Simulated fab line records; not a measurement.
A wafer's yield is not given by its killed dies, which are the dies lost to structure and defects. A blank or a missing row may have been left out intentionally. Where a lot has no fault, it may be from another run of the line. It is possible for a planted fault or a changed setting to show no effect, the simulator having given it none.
Which tool did it? / flow sky130 / Sampling: 13 lots, 39 wafers, 5 of 708 route steps

WHAT THE GAUGES SHOWED, per wafer
SKY_NWELL_TW_MEAS_15.
lot=L746; measured=day 4 12:08; on=film metro-01; NWELL_TW=1827 1830 1817
lot=L747; measured=day 4 16:38; on=film metro-01; NWELL_TW=1835 1818 1824
lot=L749; measured=day 5 07:53; on=film metro-03; NWELL_TW=1839 1832 1842
lot=L755; measured=day 6 16:43; on=film metro-03; NWELL_TW=1831 1836 1836
lot=L758; measured=day 7 14:41; on=film metro-01; NWELL_TW=1819 1821 1826
lot=L759; measured=day 7 21:16; on=film metro-01; NWELL_TW=1827 1837 1828
lot=L760; measured=day 8 03:32; on=film metro-01; NWELL_TW=1832 1835 1833
lot=L762; measured=day 8 10:22; on=film metro-01; NWELL_TW=1830 1833 1834
lot=L763; measured=day 8 15:59; on=film metro-03; NWELL_TW=1857 1853 1869
lot=L764; measured=day 8 20:04; on=film metro-01; NWELL_TW=1832 1836 1831
lot=L765; measured=day 9 05:50; on=film metro-01; NWELL_TW=1823 1821 1824
lot=L766; measured=day 9 10:59; on=film metro-01; NWELL_TW=1831 1823 1818
lot=L768; measured=day 9 23:56; on=film metro-03; NWELL_TW=1801 1811 1813

SKY_VT_ADJUST_LVTN_TW_MEAS_21.
lot=L746; measured=day 7 15:58; on=film metro-01; VT_ADJUST_LVTN_2_TW=188.8 188.6 187.5
lot=L747; measured=day 7 19:23; on=film metro-01; VT_ADJUST_LVTN_2_TW=188.1 188.8 188.9
lot=L749; measured=day 8 12:59; on=film metro-01; VT_ADJUST_LVTN_2_TW=190.5 190.2 189.8
lot=L755; measured=day 10 03:42; on=film metro-03; VT_ADJUST_LVTN_2_TW=186.1 186.2 186.7
lot=L758; measured=day 11 06:38; on=film metro-04; VT_ADJUST_LVTN_2_TW=190.2 189.8 189.4
lot=L759; measured=day 11 13:45; on=film metro-03; VT_ADJUST_LVTN_2_TW=185.2 187.2 186.4
lot=L760; measured=day 11 20:41; on=film metro-01; VT_ADJUST_LVTN_2_TW=188.3 188.3 188.8
lot=L762; measured=day 12 06:05; on=film metro-04; VT_ADJUST_LVTN_2_TW=188.4 187.6 188.3
lot=L763; measured=day 12 10:59; on=film metro-01; VT_ADJUST_LVTN_2_TW=189.0 188.8 189.0
lot=L764; measured=day 12 17:29; on=film metro-01; VT_ADJUST_LVTN_2_TW=189.5 189.5 189.1
lot=L765; measured=day 13 03:59; on=film metro-04; VT_ADJUST_LVTN_2_TW=187.9 188.7 189.0
lot=L766; measured=day 13 08:50; on=film metro-01; VT_ADJUST_LVTN_2_TW=188.1 188.0 187.9
lot=L768; measured=day 14 00:52; on=film metro-01; VT_ADJUST_LVTN_2_TW=189.3 188.8 189.1

SKY_VT_ADJUST_HVTR_OVL_MEAS_08.
lot=L746; measured=day 9 09:41; on=overlay-01; VT_ADJUST_HVTR_OVL (nm)=0.7 2.1 -0.4
lot=L747; measured=day 9 13:07; on=overlay-01; VT_ADJUST_HVTR_OVL (nm)=5.3 3.6 3.6
lot=L749; measured=day 10 08:37; on=overlay-01; VT_ADJUST_HVTR_OVL (nm)=3.7 3.5 4.5
lot=L755; measured=day 12 03:14; on=overlay-01; VT_ADJUST_HVTR_OVL (nm)=3.6 4.8 4.2
lot=L758; measured=day 13 07:47; on=overlay-02; VT_ADJUST_HVTR_OVL (nm)=2.0 2.0 2.3
lot=L759; measured=day 13 14:47; on=overlay-01; VT_ADJUST_HVTR_OVL (nm)=1.9 0.9 1.7
lot=L760; measured=day 13 23:17; on=overlay-02; VT_ADJUST_HVTR_OVL (nm)=0.5 0.3 -0.5
lot=L762; measured=day 14 08:52; on=overlay-01; VT_ADJUST_HVTR_OVL (nm)=0.8 -0.7 -0.6
lot=L763; measured=day 14 14:29; on=overlay-01; VT_ADJUST_HVTR_OVL (nm)=5.1 2.1 3.3
lot=L764; measured=day 14 22:01; on=overlay-02; VT_ADJUST_HVTR_OVL (nm)=3.5 1.8 2.3
lot=L765; measured=day 15 08:22; on=overlay-02; VT_ADJUST_HVTR_OVL (nm)=2.0 1.6 1.1
lot=L766; measured=day 15 14:20; on=overlay-02; VT_ADJUST_HVTR_OVL (nm)=0.7 0.8 2.8
lot=L768; measured=day 16 07:52; on=overlay-01; VT_ADJUST_HVTR_OVL (nm)=1.6 3.6 3.7

WHICH TOOL RAN EACH LOT (tool, then ch and the chambers of the sampled wafers, then the start)
lot=L746; SKY_VT_ADJUST_HVTP_STRIP_10=plasma asher-04 ch 0,1, day 6 00:20; SKY_VT_ADJUST_LVTN_IMPLANT_19=implanter-04 ch 0, day 7 15:43
lot=L747; SKY_VT_ADJUST_HVTP_STRIP_10=plasma asher-02 ch 0,1, day 6 04:56; SKY_VT_ADJUST_LVTN_IMPLANT_19=implanter-03 ch 0, day 7 19:08
lot=L749; SKY_VT_ADJUST_HVTP_STRIP_10=plasma asher-01 ch 0,1, day 6 21:02; SKY_VT_ADJUST_LVTN_IMPLANT_19=implanter-01 ch 0, day 8 12:44
lot=L755; SKY_VT_ADJUST_HVTP_STRIP_10=plasma asher-01 ch 0,1, day 8 09:00; SKY_VT_ADJUST_LVTN_IMPLANT_19=implanter-04 ch 0, day 10 03:28
lot=L758; SKY_VT_ADJUST_HVTP_STRIP_10=plasma asher-02 ch 0,1, day 9 09:35; SKY_VT_ADJUST_LVTN_IMPLANT_19=implanter-01 ch 0, day 11 06:23
lot=L759; SKY_VT_ADJUST_HVTP_STRIP_10=plasma asher-01 ch 0,1, day 9 14:59; SKY_VT_ADJUST_LVTN_IMPLANT_19=implanter-04 ch 0, day 11 13:32
lot=L760; SKY_VT_ADJUST_HVTP_STRIP_10=plasma asher-02 ch 0,1, day 9 22:18; SKY_VT_ADJUST_LVTN_IMPLANT_19=implanter-01 ch 0, day 11 20:26
lot=L762; SKY_VT_ADJUST_HVTP_STRIP_10=plasma asher-01 ch 0,1, day 10 06:56; SKY_VT_ADJUST_LVTN_IMPLANT_19=implanter-01 ch 0, day 12 05:50
lot=L763; SKY_VT_ADJUST_HVTP_STRIP_10=plasma asher-04 ch 0,1, day 10 12:32; SKY_VT_ADJUST_LVTN_IMPLANT_19=implanter-03 ch 0, day 12 10:44
lot=L764; SKY_VT_ADJUST_HVTP_STRIP_10=plasma asher-01 ch 0,1, day 10 17:42; SKY_VT_ADJUST_LVTN_IMPLANT_19=implanter-03 ch 0, day 12 17:14
lot=L765; SKY_VT_ADJUST_HVTP_STRIP_10=plasma asher-02 ch 0,1, day 11 03:05; SKY_VT_ADJUST_LVTN_IMPLANT_19=implanter-03 ch 0, day 13 03:44
lot=L766; SKY_VT_ADJUST_HVTP_STRIP_10=plasma asher-01 ch 0,1, day 11 07:45; SKY_VT_ADJUST_LVTN_IMPLANT_19=implanter-03 ch 0, day 13 08:35
lot=L768; SKY_VT_ADJUST_HVTP_STRIP_10=plasma asher-04 ch 0,1, day 11 22:00; SKY_VT_ADJUST_LVTN_IMPLANT_19=implanter-04 ch 0, day 14 00:37
- SKY_VT_ADJUST_HVTP_STRIP_10: strips in O2/N2.
- SKY_VT_ADJUST_LVTN_IMPLANT_19

AS READ BY THE TOOLS THEMSELVES (means over the sampled wafers that have a number; for cases with no such wafer, the mark the record gives instead)
SKY_VT_ADJUST_HVTP_STRIP_10.
lot=L746; tool=plasma asher-04; drypump motor current A (A)=5.7; n2 flow sccm (sccm)=300.1; o2 flow sccm (sccm)=3006; oes product au (a.u.)=0.715; strip time to endpoint s (s)=14.13
lot=L747; tool=plasma asher-02; drypump motor current A (A)=6.0; n2 flow sccm (sccm)=299.3; o2 flow sccm (sccm)=2998; oes product au (a.u.)=0.716; strip time to endpoint s (s)=14.19
lot=L749; tool=plasma asher-01; drypump motor current A (A)=6.4; n2 flow sccm (sccm)=299.5; o2 flow sccm (sccm)=3000; oes product au (a.u.)=0.712; strip time to endpoint s (s)=14.18
lot=L755; tool=plasma asher-01; drypump motor current A (A)=6.4; n2 flow sccm (sccm)=301.3; o2 flow sccm (sccm)=3001; oes product au (a.u.)=0.717; strip time to endpoint s (s)=14.22
lot=L758; tool=plasma asher-02; drypump motor current A (A)=5.9; n2 flow sccm (sccm)=299.6; o2 flow sccm (sccm)=3006; oes product au (a.u.)=0.717; strip time to endpoint s (s)=14.15
lot=L759; tool=plasma asher-01; drypump motor current A (A)=6.5; n2 flow sccm (sccm)=299.0; o2 flow sccm (sccm)=2999; oes product au (a.u.)=0.716; strip time to endpoint s (s)=14.17
lot=L760; tool=plasma asher-02; drypump motor current A (A)=5.9; n2 flow sccm (sccm)=300.4; o2 flow sccm (sccm)=2997; oes product au (a.u.)=0.719; strip time to endpoint s (s)=14.15
lot=L762; tool=plasma asher-01; drypump motor current A (A)=6.4; n2 flow sccm (sccm)=299.6; o2 flow sccm (sccm)=3007; oes product au (a.u.)=0.720; strip time to endpoint s (s)=14.14
lot=L763; tool=plasma asher-04; drypump motor current A (A)=5.7; n2 flow sccm (sccm)=299.6; o2 flow sccm (sccm)=3005; oes product au (a.u.)=0.718; strip time to endpoint s (s)=14.21
lot=L764; tool=plasma asher-01; drypump motor current A (A)=6.3; n2 flow sccm (sccm)=299.9; o2 flow sccm (sccm)=3002; oes product au (a.u.)=0.717; strip time to endpoint s (s)=14.24
lot=L765; tool=plasma asher-02; drypump motor current A (A)=6.0; n2 flow sccm (sccm)=300.3; o2 flow sccm (sccm)=3003; oes product au (a.u.)=0.717; strip time to endpoint s (s)=14.21
lot=L766; tool=plasma asher-01; drypump motor current A (A)=6.4; n2 flow sccm (sccm)=300.4; o2 flow sccm (sccm)=2998; oes product au (a.u.)=0.713; strip time to endpoint s (s)=14.16
lot=L768; tool=plasma asher-04; drypump motor current A (A)=5.5; n2 flow sccm (sccm)=300.4; o2 flow sccm (sccm)=2992; oes product au (a.u.)=0.716; strip time to endpoint s (s)=14.17

THE ANSWER, worked out from the rows above alone
Rule: what is usual is taken from the lots themselves. Put in order of their means at a reading, lots are off if they are a third of the lots or fewer, leave a main group of 4 or more, and stand apart from it by a gap of 3 or more times the standard deviation of the main group's means; of several such gaps the widest counts. A main group is skipped when, at the precision printed for the reading in the tables above, its means are all equal. Also off: a lot with no number at a reading for which 4 or more lots have one. Any other lot the step has rows for is counted as sound. First the gauges in route order, then the tools' own readings, where a lot's mean is used as printed above. At the first step where some lot is off, the reading lying furthest off is the one used; lots without a number count as furthest.
Nothing can be told from this: no lot is off at any reading shown.

WHAT THE SIMULATOR PUT IN
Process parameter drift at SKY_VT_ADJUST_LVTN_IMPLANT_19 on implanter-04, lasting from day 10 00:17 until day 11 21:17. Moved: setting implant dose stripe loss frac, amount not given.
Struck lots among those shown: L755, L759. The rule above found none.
